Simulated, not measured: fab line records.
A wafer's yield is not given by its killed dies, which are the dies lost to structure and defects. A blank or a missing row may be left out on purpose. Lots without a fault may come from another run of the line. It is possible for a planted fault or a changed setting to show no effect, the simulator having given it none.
One fault through the eyes of 2 desks | flow gf180mcu | each desk has only its own numbers; what lay behind them comes last

FOR THE TOOL OWNER'S DESK: cvdW-02
The tool's own readings at GF_V1_CVD_23 (deposits W, target thk 350 nm, time 105.05 s): means of the sampled wafers that have a number, for each lot that ran on this tool. Any lot whose mean is over 4 standard deviations away from the usual mean is out of limits and marked OUT; that distance is given in the brackets.
Columns: A = heaterPowerW at GF_V1_CVD_23, usual 868 W; B = susceptorTempC at GF_V1_CVD_23, usual 400.03 C
lot  | first seen here | A   | B
L760 | day 18 10:16    | 870 | 399.70
L761 | day 18 19:56    | 869 | 399.90
L762 | day 19 00:52    | 882 | 399.70
L765 | day 20 06:52    | 882 | 399.89
L767 | day 21 08:11    | 873 | 399.93
L768 | day 21 10:47    | 875 | 400.23
L775 | day 24 05:42    | 876 | 399.87
L776 | day 24 12:40    | 890 | 400.12
L777 | day 24 20:34    | 900 | 400.05
Result from this desk: across the 9 lots, nothing is out of limits.

FROM THE METROLOGY DESK
Means of the sampled wafers that have a number, per lot and without regard to the tool the lot ran on: this is what the gauges read. Any lot whose mean is over 4 standard deviations away from the usual mean is out of limits and marked OUT; that distance is given in the brackets.
Columns: A = V1_W_RS at GF_V1_RS_MEAS_24, usual 0.326 ohm/sq; B = V1_W_THK at GF_V1_THK_MEAS_25, usual 354 nm; C = V2_CVD_02_THK at GF_V2_THK_MEAS_03, usual 848 nm
lot  | first seen here | A                | B              | C
L760 | day 18 10:23    | 0.324            | 358            | 851
L761 | day 18 20:02    | 0.324            | 357            | 839
L762 | day 19 00:59    | 0.325            | 354            | 854
L763 | day 19 21:02    | 0.332            | 347            | 830
L765 | day 20 06:59    | 0.323            | 353            | 843
L767 | day 21 08:19    | 0.324            | 358            | 843
L768 | day 21 10:55    | 0.328            | 352            | 866
L775 | day 24 05:52    | 0.348 (+6.1) OUT | 334 (-4.7) OUT | 852
L776 | day 24 12:46    | 0.342 (+4.7) OUT | 341            | 841
L778 | day 24 17:32    | 0.329            | 351            | 846
L777 | day 24 20:41    | 0.342 (+4.4) OUT | 338            | 846
L782 | day 25 21:05    | 0.331            | 353            | 851
Finding of this desk: L775, L776, L777 out of limits, first seen on L775 at day 24 05:52 (V1_W_RS at GF_V1_RS_MEAS_24). L760, L761, L762, L763, L765, L767, L768, L778, L782 stayed within limits.

BROUGHT TOGETHER
An alarm was possible from the metrology desk at day 24 05:52, on L775, L776, L777.
The tool owner's desk saw nothing out of limits.
The tool owner's desk has L775, L776, L777 on record, within its limits.
Of the lots named, all ran GF_V1_CVD_23 on cvdW-02.

WHAT THE SIMULATOR HAD INSERTED
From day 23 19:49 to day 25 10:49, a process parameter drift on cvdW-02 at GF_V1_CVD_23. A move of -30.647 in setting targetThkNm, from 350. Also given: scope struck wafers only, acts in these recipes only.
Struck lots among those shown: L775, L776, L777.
Delay in hours, fault start to first out-of-limits reading, per desk: metrology desk 10.
